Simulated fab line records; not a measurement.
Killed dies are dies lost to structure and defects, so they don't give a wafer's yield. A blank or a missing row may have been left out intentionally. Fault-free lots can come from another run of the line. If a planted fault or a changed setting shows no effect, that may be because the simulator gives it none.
fab line records	flow sky130	part 1 of 2: steps 1 to 28 of 40
[record] lots = 5	wafers = 15	last-day = 49
route steps=708 shown LI_CONTACT@362 LOCAL_INTERCONNECT@387
lots with no fault: from the same line, run without faults
start-h: hours from the record's first day to the start of the lot's first wafer shown	wait-h: hours since the lot's step before	" unchanged from the row above	L1.1+2: one row covering several wafers at once	- no value, or no start was given	* or withheld: withheld	< > ~ a bound
route shown NAME@n: a module of which the file shows steps, and the number in the route of the first	usual: mean and standard deviation over wafers with no fault	same: alike in all rows	chamber/n: place in a boat	sites: each site's reading	_std_site: the standard deviation of these	_edge_site: mean of outer sites minus mean of inner sites	radius-mm: for every site, how far away it sits from the centre of the wafer	mask NAME#n: copy n	behind: the tool/chamber that last shaped the wafer	hold: the reason the lot was held/the length of the hold in hours/how it ended	device: whichever transistor did not switch (one of n, p or np)	end of line: tests run on the same wafers once the route is complete	where a step has no rows: the recipe by itself	killed: not the wafer's yield, but the dies lost to structure and defects at the first sort	map: a wafer's dies, x killed, . not, _ none there
set.NAME: the setting as run; set.NAME@STEP: as run at that earlier step	model.NAME: the simulator's own value behind a step, which no gauge read
lots at some steps of the route; a table a step, a row a wafer
services: when a tool's chamber went out of use (start-h, in hours from the record's first day, below 0 if earlier), for how many hours, and the reason
[[steps]]
[step SKY_LI_CONTACT_HDPCVD_00]
[recipe] material = PSG	target-thk-nm = 930	sigma-open-frac = 0.3	time-s = 155	temp-c = 600	sih4-flow-sccm = 60	pressure-mtorr = 6
[same] time-s = 155
lot.wafer	tool	chamber	start-h	wait-h
L082.2+3+6	hdpcvd-02	2,0,2	711.02	0.0
L086.1+3+6	hdpcvd-01	2,1,2	745.60	0.0
L088.2+4+6	hdpcvd-02	2,2,1	756.62	0.0
L090.4+5+6	hdpcvd-02	0,2,1	779.57	0.1
L094.2+4+6	hdpcvd-01	1,2,0	798.86	0.0
[step SKY_LI_CONTACT_THK_MEAS_01]
[recipe] reads = PSG_of_LI_CONTACT_HDPCVD_00
[usual] LI_CONTACT_HDPCVD_THK = 926/8.2
lot.wafer	tool	chamber	start-h	wait-h	LI_CONTACT_HDPCVD_THK[nm]
L082.2	film-metro-03	-	711.14	0.1	924
L082.3	"	-	"	"	922
L082.6	"	-	"	"	916
L086.1	film-metro-02	-	745.70	0.1	942
L086.3	"	-	"	"	926
L086.6	"	-	"	"	938
L088.2	film-metro-03	-	756.74	0.1	926
L088.4	"	-	"	"	925
L088.6	"	-	"	"	934
L090.4	film-metro-02	-	779.65	0.0	933
L090.5	"	-	"	"	940
L090.6	"	-	"	"	924
L094.2	film-metro-02	-	798.97	0.1	926
L094.4	"	-	"	"	928
L094.6	"	-	"	"	927
[step SKY_LI_CONTACT_CMP_02]
[recipe] material = PSG	down-force-psi = 4	platen-rpm = 60	pad-velocity-m-s = 0.94248
[usual] motor-current-A = 12.3/0.84	time-to-endpoint-s = 31.8/2.1
lot.wafer	tool	chamber	start-h	wait-h	motor-current-A	time-to-endpoint-s
L082.2	cmp-01	1	711.19	0.0	13.1	32.7
L082.3	"	3	"	"	12.8	29.4
L082.6	"	1	"	"	13.3	28.1
L086.3	cmp-02	3	745.76	0.0	12.2	30.1
L086.1	"	0	"	"	12.7	34.4
L086.6	"	3	"	"	12.6	31.7
L088.2	cmp-02	3	756.84	0.1	13.1	29.1
L088.4	"	0	"	"	12.8	30.2
L088.6	"	3	"	"	12.0	31.6
L090.4	cmp-01	1	779.83	0.2	12.0	30.3
L090.5	"	2	"	"	12.3	31.4
L090.6	"	3	"	"	13.1	32.9
L094.2	cmp-01	1	799.02	0.0	13.1	34.6
L094.4	"	0	"	"	11.0	32.7
L094.6	"	2	"	"	11.9	32.0
[step SKY_LI_CONTACT_BOW_MEAS_03]
[recipe] mode = bow
[usual] LI_CONTACT_BOW = 56/6.9
lot.wafer	tool	chamber	start-h	wait-h	LI_CONTACT_BOW[um]
L082.2	film-metro-02	-	711.51	0.3	56
L082.3	"	-	"	"	48
L082.6	"	-	"	"	63
L086.1	film-metro-04	-	746.06	0.2	65
L086.3	"	-	"	"	53
L086.6	"	-	"	"	65
L088.2	film-metro-02	-	757.11	0.2	60
L088.4	"	-	"	"	49
L088.6	"	-	"	"	60
L090.4	film-metro-03	-	780.04	0.2	57
L090.5	"	-	"	"	54
L090.6	"	-	"	"	56
L094.2	film-metro-03	-	799.34	0.3	57
L094.4	"	-	"	"	55
L094.6	"	-	"	"	52
[step SKY_LI_CONTACT_DEHYDRATE_04]
[recipe] temp-c = 200	time-s = 60
[same] time-s = 60
lot.wafer	tool	chamber	start-h	wait-h
L082.2+3+6	litho-track-03	0	723.61	12.1
L086.1+3+6	litho-track-04	0	758.82	12.7
L088.2+4+6	litho-track-04	0	769.75	12.6
L090.4+5+6	litho-track-03	0	792.91	12.8
L094.2+4+6	litho-track-02	0	812.43	13.1
[step SKY_LI_CONTACT_HMDS_05]
[recipe] prime-time-s = 60	prime-temp-c = 120
lot.wafer	tool	chamber	start-h	wait-h
L082.2+3+6	litho-track-03	0	723.76	0.1
L086.1+3+6	litho-track-04	0	758.97	0.1
L088.2+4+6	litho-track-04	0	769.90	0.1
L090.4+5+6	litho-track-03	0	793.06	0.1
L094.2+4+6	litho-track-02	0	812.58	0.1
[step SKY_LI_CONTACT_COAT_06]
[recipe] resist = BARC	temp-c = withheld	time-s = withheld	spin-rpm = 3000	resist-thk-nm = 60
lot.wafer	tool	chamber	start-h	wait-h
L082.2+3+6	litho-track-03	0	723.91	0.1
L086.1+3+6	litho-track-04	0	759.12	0.1
L088.2+4+6	litho-track-04	0	770.05	0.1
L090.4+5+6	litho-track-03	0	793.21	0.1
L094.2+4+6	litho-track-02	0	812.73	0.1
[step SKY_LI_CONTACT_COAT_07]
[recipe] resist = KrF-thick	spin-rpm = 3000	resist-thk-nm = 450
lot.wafer	tool	chamber	start-h	wait-h
L082.2+3+6	litho-track-03	0	-	-
L086.1+3+6	litho-track-04	0	-	-
L088.2+4+6	litho-track-04	0	-	-
L090.4+5+6	litho-track-03	0	-	-
L094.2+4+6	litho-track-02	0	-	-
[step SKY_LI_CONTACT_SOFTBAKE_08]
[recipe] temp-c = 100	time-s = 90	resist = KrF-thick
[same] time-s = 90
lot.wafer	tool	chamber	start-h	wait-h
L082.2+3+6	litho-track-03	0	-	-
L086.1+3+6	litho-track-04	0	-	-
L088.2+4+6	litho-track-04	0	-	-
L090.4+5+6	litho-track-03	0	-	-
L094.2+4+6	litho-track-02	0	-	-
[step SKY_LI_CONTACT_EXPOSE_09]
[recipe] mask-id = LICM1	na = 0.8	source-shape = annular	sigma-inner = 0.55	sigma-outer = 0.85	target-cd-nm = 170	dose-mj = 38
[same] sigma-inner = 0.55
lot.wafer	tool	chamber	start-h	wait-h	mask
L082.2+3+6	krf-scanner-01	0	-	-	LICM1#0
L086.1+3+6	krf-scanner-01	0	-	-	LICM1#0
L088.2+4+6	krf-scanner-02	0	-	-	LICM1#0
L090.4+5+6	krf-scanner-02	0	-	-	LICM1#0
L094.2+4+6	krf-scanner-02	0	-	-	LICM1#0
[step SKY_LI_CONTACT_PEB_10]
[recipe] peb-temp-c = withheld	peb-time-s = withheld	resist = KrF-thick
lot.wafer	tool	chamber	start-h	wait-h
L082.2+3+6	litho-track-03	0	-	-
L086.1+3+6	litho-track-03	0	-	-
L088.2+4+6	litho-track-04	0	-	-
L090.4+5+6	litho-track-04	0	-	-
L094.2+4+6	litho-track-03	0	-	-
[step SKY_LI_CONTACT_DEVELOP_11]
[recipe] develop-time-s = 60	resist = KrF-thick	dev-temp-c = 21
lot.wafer	tool	chamber	start-h	wait-h
L082.2+3+6	litho-track-03	0	-	-
L086.1+3+6	litho-track-03	0	-	-
L088.2+4+6	litho-track-04	0	-	-
L090.4+5+6	litho-track-04	0	-	-
L094.2+4+6	litho-track-03	0	-	-
[step SKY_LI_CONTACT_CD_MEAS_12]
[recipe] target-cd-nm = 170
[usual] cd-nm = 169.7/1.7
lot.wafer	tool	chamber	start-h	wait-h	cd-nm
L082.2	cd-sem-01	-	737.46	-	170.0
L082.3	"	-	"	"	166.7
L082.6	"	-	"	"	170.7
L086.1	cd-sem-01	-	772.94	-	169.5
L086.3	"	-	"	"	169.8
L086.6	"	-	"	"	169.0
L088.2	cd-sem-01	-	783.99	-	169.0
L088.4	"	-	"	"	171.1
L088.6	"	-	"	"	170.8
L090.4	cd-sem-02	-	806.88	-	170.1
L090.5	"	-	"	"	169.8
L090.6	"	-	"	"	171.1
L094.2	cd-sem-02	-	826.11	-	168.6
L094.4	"	-	"	"	167.4
L094.6	"	-	"	"	166.7
[step SKY_LI_CONTACT_OVL_MEAS_13]
[usual] LI_CONTACT_OVL = 0/5.1
lot.wafer	tool	chamber	start-h	wait-h	LI_CONTACT_OVL[nm]
L082.2	overlay-02	-	737.56	0.1	0
L082.3	"	-	"	"	-4
L082.6	"	-	"	"	-4
L086.1	overlay-01	-	773.06	0.1	6
L086.3	"	-	"	"	1
L086.6	"	-	"	"	0
L088.2	overlay-01	-	784.10	0.1	-5
L088.4	"	-	"	"	-2
L088.6	"	-	"	"	-7
L090.4	overlay-01	-	806.96	0.1	3
L090.5	"	-	"	"	1
L090.6	"	-	"	"	-2
L094.2	overlay-02	-	826.21	0.1	1
L094.4	"	-	"	"	2
L094.6	"	-	"	"	-1
[step SKY_LI_CONTACT_ETCH_14]
[recipe] chemistry = N2/H2	target = BARC	ion-energy-ev = 200	source-w = 500	bias-w = 97.5	pressure-mtorr = 30	n2-flow-sccm = 100	h2-flow-sccm = 200	stop-on = SiO2	time-s = 45.9	target-depth-a = 600
[usual] drypump-motor-current-A = 5.8/0.36	oes-product-au = 0.855/0.0055	rf-fwd-power-W = 494.5/2.1	throttle-valve-pct = 13.225/0.0093
[same] time-s = 45.9
lot.wafer	tool	chamber	start-h	wait-h	drypump-motor-current-A	oes-product-au	rf-fwd-power-W	rf-hours-counter-h	throttle-valve-pct
L082.2	rie-diel-03	0	737.59	0.0	5.5	0.862	492.1	8	13.225
L082.3	"	3	"	"	5.8	0.853	493.2	15	13.220
L082.6	"	3	"	"	5.8	0.847	495.6	-	13.236
L086.1	rie-diel-03	0	773.09	0.0	5.5	0.857	494.2	10	13.211
L086.3	"	1	"	"	5.8	0.851	495.5	5	13.233
L086.6	"	2	"	"	6.0	0.851	493.9	-	13.218
L088.2	rie-diel-02	2	784.13	0.0	6.2	0.848	491.7	36	13.233
L088.4	"	3	"	"	5.2	0.863	498.0	4	13.224
L088.6	"	3	"	"	5.2	0.853	496.1	-	13.229
L090.4	rie-diel-02	3	806.98	0.0	5.2	0.856	497.6	5	13.216
L090.5	"	2	"	"	6.2	0.852	496.2	-	13.230
L090.6	"	1	"	"	5.3	0.858	492.9	-	13.234
L094.2	rie-diel-04	1	826.24	0.0	6.6	0.856	493.1	7	13.226
L094.4	"	0	"	"	5.7	0.848	489.6	-	13.251
L094.6	"	1	"	"	6.6	0.857	490.7	-	13.237
[step SKY_LI_CONTACT_ETCH_15]
[recipe] target = PSG	chemistry = C4F8/O2/Ar	stop-on = Si	taper-deg = 4.15	mask-material = KrF-thick	source-w = 1500	bias-w = 1200	pressure-mtorr = 40	c4f8-flow-sccm = withheld	O2_flow_sccm = 6	Ar_flow_sccm = 300	time-s = withheld	target-depth-a = 6000
[usual] oes-product-au = 0.837/0.0048	rf-fwd-power-W = 1492/5.1
lot.wafer	tool	chamber	start-h	wait-h	oes-product-au	rf-fwd-power-W
L082.2	rie-diel-03	0	737.63	0.0	0.834	1488
L082.3	"	3	"	"	0.841	1494
L082.6	"	3	"	"	0.841	1493
L086.1	rie-diel-03	0	773.13	0.0	0.832	1483
L086.3	"	1	"	"	0.830	1497
L086.6	"	2	"	"	0.836	1494
L088.2	rie-diel-02	2	784.17	0.0	0.835	1488
L088.4	"	3	"	"	0.836	1503
L088.6	"	3	"	"	0.828	1495
L090.4	rie-diel-02	3	807.02	0.0	0.835	1490
L090.5	"	2	"	"	0.837	1495
L090.6	"	1	"	"	0.838	1498
L094.2	rie-diel-04	1	826.28	0.0	0.838	1492
L094.4	"	0	"	"	0.832	1493
L094.6	"	1	"	"	0.840	1488
[step SKY_LI_CONTACT_STRIP_16]
[recipe] chemistry = O2/N2	power-w = 1400	pressure-mtorr = 1500	platen-temp-c = withheld	o2-flow-sccm = 3000	n2-flow-sccm = 300	overash-fraction = 0.5
[usual] drypump-motor-current-A = 5.9/0.36	oes-product-au = 0.375/0.0048	strip-time-to-endpoint-s = 3.48/0.033
lot.wafer	tool	chamber	start-h	wait-h	drypump-motor-current-A	oes-product-au	rf-hours-counter-h	strip-time-to-endpoint-s
L082.2	plasma-asher-01	0	737.72	-	5.5	0.372	31	3.41
L082.3	"	0	"	"	5.5	0.371	-	3.49
L082.6	"	1	"	"	6.3	0.374	-	3.45
L086.1	plasma-asher-01	1	773.22	-	6.2	0.374	35	3.43
L086.3	"	1	"	"	6.3	0.376	-	3.51
L086.6	"	1	"	"	6.3	0.384	-	3.50
L088.2	plasma-asher-04	0	784.26	-	5.9	0.377	4	3.45
L088.4	"	0	"	"	5.9	0.376	-	3.44
L088.6	"	1	"	"	5.3	0.377	-	3.46
L090.4	plasma-asher-02	1	807.14	-	6.3	0.373	-	3.45
L090.5	"	1	"	"	6.3	0.373	-	3.46
L090.6	"	0	"	"	6.1	0.379	-	3.49
L094.2	plasma-asher-01	1	826.37	-	6.3	0.374	41	3.49
L094.4	"	0	"	"	5.5	0.378	-	3.47
L094.6	"	0	"	"	5.5	0.371	-	3.49
[step SKY_LI_CONTACT_CLEAN_17]
[recipe] chemistry = NMP	time-s = 600	temp-c = 60	dry = n2-spin
[usual] temp-c = 59.99/0.11
[same] time-s = 600
lot.wafer	tool	chamber	start-h	wait-h	temp-c
L082.2	wet-bench-03	1	737.82	0.1	60.04
L082.3	"	1	"	"	59.94
L082.6	"	1	"	"	59.99
L086.1	wet-bench-02	1	773.32	0.1	60.10
L086.3	"	1	"	"	59.88
L086.6	"	1	"	"	60.03
L088.2	wet-bench-03	0	784.36	0.1	60.01
L088.4	"	0	"	"	60.28
L088.6	"	0	"	"	60.01
L090.4	wet-bench-02	1	807.21	0.0	60.07
L090.5	"	1	"	"	60.10
L090.6	"	1	"	"	59.94
L094.2	wet-bench-02	2	826.47	0.1	59.91
L094.4	"	2	"	"	60.03
L094.6	"	2	"	"	59.87
[step SKY_LI_CONTACT_PRE_CLEAN_18]
[recipe] gas = Ar	time-s = 5.6	bias-v = 358
[same] time-s = 5.6
lot.wafer	tool	chamber	start-h	wait-h
L082.2+3+6	pvd-sputter-02	-	737.99	0.0
L086.1+3+6	pvd-sputter-01	-	773.49	0.0
L088.2+4+6	pvd-sputter-03	-	784.53	0.0
L090.4+5+6	pvd-sputter-01	-	807.38	0.0
L094.2+4+6	pvd-sputter-01	-	826.64	0.0
[step SKY_LI_CONTACT_SPUTTER_19]
[recipe] material = Ti	target-thk-nm = 20	chamber-pressure-pa = 5	power-w = 2500	substrate-temp-c = 200	time-s = 106.37
[usual] throttle-valve-pct = 30.0/0.72
[same] time-s = 106.37
lot.wafer	tool	chamber	start-h	wait-h	throttle-valve-pct
L082.2	pvd-sputter-02	-	738.01	0.0	30.1
L082.3	"	-	"	"	29.5
L082.6	"	-	"	"	29.7
L086.1	pvd-sputter-01	-	773.51	0.0	30.8
L086.3	"	-	"	"	30.0
L086.6	"	-	"	"	31.1
L088.2	pvd-sputter-03	-	784.55	0.0	28.6
L088.4	"	-	"	"	29.4
L088.6	"	-	"	"	28.7
L090.4	pvd-sputter-01	-	807.40	0.0	29.7
L090.5	"	-	"	"	31.1
L090.6	"	-	"	"	30.1
L094.2	pvd-sputter-01	-	826.66	0.0	31.0
L094.4	"	-	"	"	29.9
L094.6	"	-	"	"	30.6
[step SKY_LI_CONTACT_SPUTTER_20]
[recipe] material = TiN	target-thk-nm = 20	chamber-pressure-pa = 5	power-w = 4000	time-s = 80
[usual] throttle-valve-pct = 30.0/0.72
[same] time-s = 80
lot.wafer	tool	chamber	start-h	wait-h	throttle-valve-pct
L082.2	pvd-sputter-02	-	738.09	0.0	30.2
L082.3	"	-	"	"	29.4
L082.6	"	-	"	"	30.0
L086.1	pvd-sputter-01	-	773.59	0.0	30.7
L086.3	"	-	"	"	30.2
L086.6	"	-	"	"	30.9
L088.2	pvd-sputter-03	-	784.63	0.0	28.4
L088.4	"	-	"	"	29.7
L088.6	"	-	"	"	28.4
L090.4	pvd-sputter-01	-	807.48	0.0	29.9
L090.5	"	-	"	"	30.8
L090.6	"	-	"	"	30.2
L094.2	pvd-sputter-01	-	826.74	0.0	31.2
L094.4	"	-	"	"	30.0
L094.6	"	-	"	"	30.5
[step SKY_LI_CONTACT_CVD_21]
[recipe] material = W	target-thk-nm = 400	time-s = 120.56	temp-c = 400	pressure-torr = 40
[usual] heater-power-w = 851/87
[same] time-s = 120.56
lot.wafer	tool	chamber	start-h	wait-h	heater-power-w
L082.2	cvd-w-01	1	738.19	0.1	722
L082.3	"	1	"	"	736
L082.6	"	1	"	"	723
L086.1	cvd-w-02	1	773.65	0.0	953
L086.3	"	1	"	"	960
L086.6	"	1	"	"	948
L088.2	cvd-w-01	0	784.69	0.0	908
L088.4	"	1	"	"	732
L088.6	"	0	"	"	889
L090.4	cvd-w-02	1	807.58	0.1	955
L090.5	"	1	"	"	940
L090.6	"	0	"	"	834
L094.2	cvd-w-02	1	826.80	0.0	942
L094.4	"	1	"	"	963
L094.6	"	1	"	"	960
[step SKY_LI_CONTACT_RS_MEAS_22]
[recipe] thk-meas-gauge = four-point-probe	reads = W_of_LI_CONTACT_CVD_21+TiN_of_LI_CONTACT_SPUTTER_20+Ti_of_LI_CONTACT_SPUTTER_19
[usual] LI_CONTACT_W_RS = 0.2862/0.0027
lot.wafer	tool	chamber	start-h	wait-h	LI_CONTACT_W_RS[ohm/sq]
L082.2	film-metro-03	-	738.42	0.2	0.2864
L082.3	"	-	"	"	0.2865
L082.6	"	-	"	"	0.2835
L086.1	film-metro-04	-	773.78	0.1	0.2879
L086.3	"	-	"	"	0.2907
L086.6	"	-	"	"	0.2872
L088.2	film-metro-03	-	784.83	0.1	0.2855
L088.4	"	-	"	"	0.2777
L088.6	"	-	"	"	0.2865
L090.4	film-metro-03	-	807.72	0.1	0.2867
L090.5	"	-	"	"	0.2873
L090.6	"	-	"	"	0.2889
L094.2	film-metro-04	-	826.95	0.1	0.2857
L094.4	"	-	"	"	0.2831
L094.6	"	-	"	"	0.2861
[step SKY_LI_CONTACT_THK_MEAS_23]
[recipe] thk-meas-gauge = xrf	reads = W_of_LI_CONTACT_CVD_21
[usual] LI_CONTACT_W_THK = 399/7.1
lot.wafer	tool	chamber	start-h	wait-h	LI_CONTACT_W_THK[nm]
L082.2	film-metro-03	-	738.53	0.1	403
L082.3	"	-	"	"	402
L082.6	"	-	"	"	405
L086.1	film-metro-04	-	773.90	0.1	397
L086.3	"	-	"	"	391
L086.6	"	-	"	"	394
L088.2	film-metro-03	-	784.94	0.1	401
L088.4	"	-	"	"	412
L088.6	"	-	"	"	398
L090.4	film-metro-03	-	807.81	0.1	405
L090.5	"	-	"	"	402
L090.6	"	-	"	"	400
L094.2	film-metro-04	-	827.06	0.1	408
L094.4	"	-	"	"	410
L094.6	"	-	"	"	409
[step SKY_LI_CONTACT_CMP_24]
[recipe] stop-on = PSG	t-overpolish-s = 20	down-force-psi = 3.5	platen-rpm = 60	target-thk-nm = 0	pad-velocity-m-s = 0.94248
[usual] motor-current-A = 11.2/0.79	overpolish-run-s = 20.001/0.0095	time-to-endpoint-s = 95/3.3
lot.wafer	tool	chamber	start-h	wait-h	motor-current-A	overpolish-run-s	time-to-endpoint-s
L082.3	cmp-01	0	738.58	0.0	9.8	19.995	94
L082.2	"	3	"	"	12.1	20.008	100
L082.6	"	1	"	"	12.0	20.002	100
L086.1	cmp-01	3	774.06	0.1	11.6	20.008	93
L086.3	"	0	"	"	10.0	20.009	92
L086.6	"	1	"	"	11.8	20.003	93
L088.2	cmp-02	1	784.99	0.0	12.5	20.000	95
L088.4	"	3	"	"	11.1	20.003	97
L088.6	"	2	"	"	11.3	20.013	94
L090.4	cmp-01	0	807.99	0.2	9.7	20.002	97
L090.5	"	1	"	"	12.1	20.016	97
L090.6	"	2	"	"	10.6	20.015	94
L094.4	cmp-01	3	827.21	0.1	11.2	19.981	93
L094.2	"	0	"	"	10.0	19.992	87
L094.6	"	1	"	"	11.4	20.025	94
[step SKY_LOCAL_INTERCONNECT_SPUTTER_00]
[recipe] material = TiN	target-thk-nm = 100	temp-c = 300	power-w = 6500	time-s = 83.3	chamber-pressure-pa = 0.4
[usual] throttle-valve-pct = 30.3/0.94
[same] time-s = 83.3
lot.wafer	tool	chamber	start-h	wait-h	throttle-valve-pct
L082.2	pvd-sputter-01	-	738.88	0.1	31.0
L082.3	"	-	"	"	30.5
L082.6	"	-	"	"	31.0
L086.1	pvd-sputter-04	-	774.26	0.1	32.7
L086.3	"	-	"	"	29.0
L086.6	"	-	"	"	29.3
L088.2	pvd-sputter-04	-	785.29	0.2	30.9
L088.4	"	-	"	"	29.3
L088.6	"	-	"	"	32.4
L090.4	pvd-sputter-01	-	808.14	0.1	31.1
L090.5	"	-	"	"	31.3
L090.6	"	-	"	"	30.3
L094.2	pvd-sputter-01	-	827.41	0.1	30.1
L094.4	"	-	"	"	30.2
L094.6	"	-	"	"	30.5
[step SKY_LOCAL_INTERCONNECT_RS_MEAS_01]
[recipe] thk-meas-gauge = four-point-probe	reads = TiN_of_LOCAL_INTERCONNECT_SPUTTER_00
[usual] LOCAL_INTERCONNECT_TIN_RS = 14.07/0.16
lot.wafer	tool	chamber	start-h	wait-h	LOCAL_INTERCONNECT_TIN_RS[ohm/sq]
L082.2	film-metro-01	-	738.96	0.1	14.34
L082.3	"	-	"	"	14.40
L082.6	"	-	"	"	14.25
L086.1	film-metro-01	-	774.32	0.0	14.31
L086.3	"	-	"	"	14.20
L086.6	"	-	"	"	14.04
L088.2	film-metro-03	-	785.38	0.1	14.28
L088.4	"	-	"	"	14.19
L088.6	"	-	"	"	14.22
L090.4	film-metro-04	-	808.27	0.1	13.85
L090.5	"	-	"	"	13.79
L090.6	"	-	"	"	13.98
L094.2	film-metro-04	-	827.49	0.1	14.21
L094.4	"	-	"	"	14.12
L094.6	"	-	"	"	14.05
[step SKY_LOCAL_INTERCONNECT_THK_MEAS_02]
[recipe] thk-meas-gauge = xrf	reads = TiN_of_LOCAL_INTERCONNECT_SPUTTER_00
[usual] LOCAL_INTERCONNECT_TIN_THK = 100.9/1.2
lot.wafer	tool	chamber	start-h	wait-h	LOCAL_INTERCONNECT_TIN_THK[nm]
L082.2	film-metro-01	-	739.07	0.1	98.6
L082.3	"	-	"	"	97.5
L082.6	"	-	"	"	99.4
L086.1	film-metro-01	-	774.44	0.1	99.1
L086.3	"	-	"	"	99.5
L086.6	"	-	"	"	100.6
L088.2	film-metro-03	-	785.49	0.1	100.1
L088.4	"	-	"	"	100.6
L088.6	"	-	"	"	101.3
L090.4	film-metro-04	-	808.36	0.1	102.7
L090.5	"	-	"	"	103.2
L090.6	"	-	"	"	101.9
L094.2	film-metro-04	-	827.60	0.1	100.2
L094.4	"	-	"	"	100.3
L094.6	"	-	"	"	100.5
